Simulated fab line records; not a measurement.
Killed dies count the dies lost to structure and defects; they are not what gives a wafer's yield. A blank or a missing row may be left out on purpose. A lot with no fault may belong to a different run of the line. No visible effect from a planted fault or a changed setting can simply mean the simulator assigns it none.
Matching of chambers || flow sky130 || hdpcvd-02 running SKY_VIA4_HDPCVD_00: 3 sister chambers
The step deposits SiO2, target thk 1750 nm, time 291.7 s. 16 wafers are shown with their chamber, then 8 later ones without.

## WAFERS PAIRED WITH THEIR CHAMBERS
{"wafer": "L557.1", "chamber": 2, "runLengthS (s)": 319.4}
{"wafer": "L557.4", "chamber": 0, "runLengthS (s)": 319.3}
{"wafer": "L557.5", "chamber": 2, "runLengthS (s)": 319.3}
{"wafer": "L558.1", "chamber": 2, "runLengthS (s)": 319.7}
{"wafer": "L558.2", "chamber": 0, "runLengthS (s)": 319.6}
{"wafer": "L558.5", "chamber": 2, "runLengthS (s)": 319.4}
{"wafer": "L559.2", "chamber": 2, "runLengthS (s)": 319.4}
{"wafer": "L559.3", "chamber": 1, "runLengthS (s)": 319.3}
{"wafer": "L559.5", "chamber": 1, "runLengthS (s)": 319.0}
{"wafer": "L560.1", "chamber": 0, "runLengthS (s)": 319.5}
{"wafer": "L560.2", "chamber": 1, "runLengthS (s)": 319.3}
{"wafer": "L560.5", "chamber": 1, "runLengthS (s)": 319.4}
{"wafer": "L570.1", "chamber": 0, "runLengthS (s)": 319.5}
{"wafer": "L570.2", "chamber": 1, "runLengthS (s)": 319.4}
{"wafer": "L570.6", "chamber": 2, "runLengthS (s)": 319.6}
{"wafer": "L573.2", "chamber": 1, "runLengthS (s)": 318.9}

SIGNATURES (means of the wafers above)
{"reading": "runLengthS", "chamber 0": 319.475, "chamber 1": 319.217, "chamber 2": 319.467, "scatter within a chamber": 0.173}
Rule: distance of a wafer from a chamber = root of the sum over the readings of ((wafer's reading minus chamber's mean) / reading's scatter) squared. If the next closest chamber is less than 2 further off than the closest, the wafer can't be placed; otherwise it belongs to the closest. The scatter: take each reading less its chamber's mean, square it, sum over the shown wafers, divide by the number of wafers less the number of chambers, and take the root.

## WAFERS WITH NO CHAMBER GIVEN
{"wafer": "L573.3", "runLengthS (s)": 319.8}
{"wafer": "L573.6", "runLengthS (s)": 319.5}
{"wafer": "L576.1", "runLengthS (s)": 319.6}
{"wafer": "L576.2", "runLengthS (s)": 319.6}
{"wafer": "L576.5", "runLengthS (s)": 319.4}
{"wafer": "L577.1", "runLengthS (s)": 318.9}
{"wafer": "L577.2", "runLengthS (s)": 319.5}
{"wafer": "L577.4", "runLengthS (s)": 319.2}

## WHICH CHAMBER EACH ONE RAN IN
{"wafer": "L573.3", "from the rows above": "can't be placed: 0 or 2 or 1", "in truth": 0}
{"wafer": "L573.6", "from the rows above": "can't be placed: 0 or 2 or 1", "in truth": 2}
{"wafer": "L576.1", "from the rows above": "can't be placed: 0 or 2 or 1", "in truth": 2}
{"wafer": "L576.2", "from the rows above": "can't be placed: 0 or 2 or 1", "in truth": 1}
{"wafer": "L576.5", "from the rows above": "can't be placed: 2 or 0 or 1", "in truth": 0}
{"wafer": "L577.1", "from the rows above": "can't be placed: 1 or 2 or 0", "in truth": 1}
{"wafer": "L577.2", "from the rows above": "can't be placed: 0 or 2 or 1", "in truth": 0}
{"wafer": "L577.4", "from the rows above": "can't be placed: 1 or 2 or 0", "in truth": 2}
Placed correctly: 0 of 8. Not placeable from these rows: 8 (in 8, the candidates include the true chamber). 0 placed wrongly.
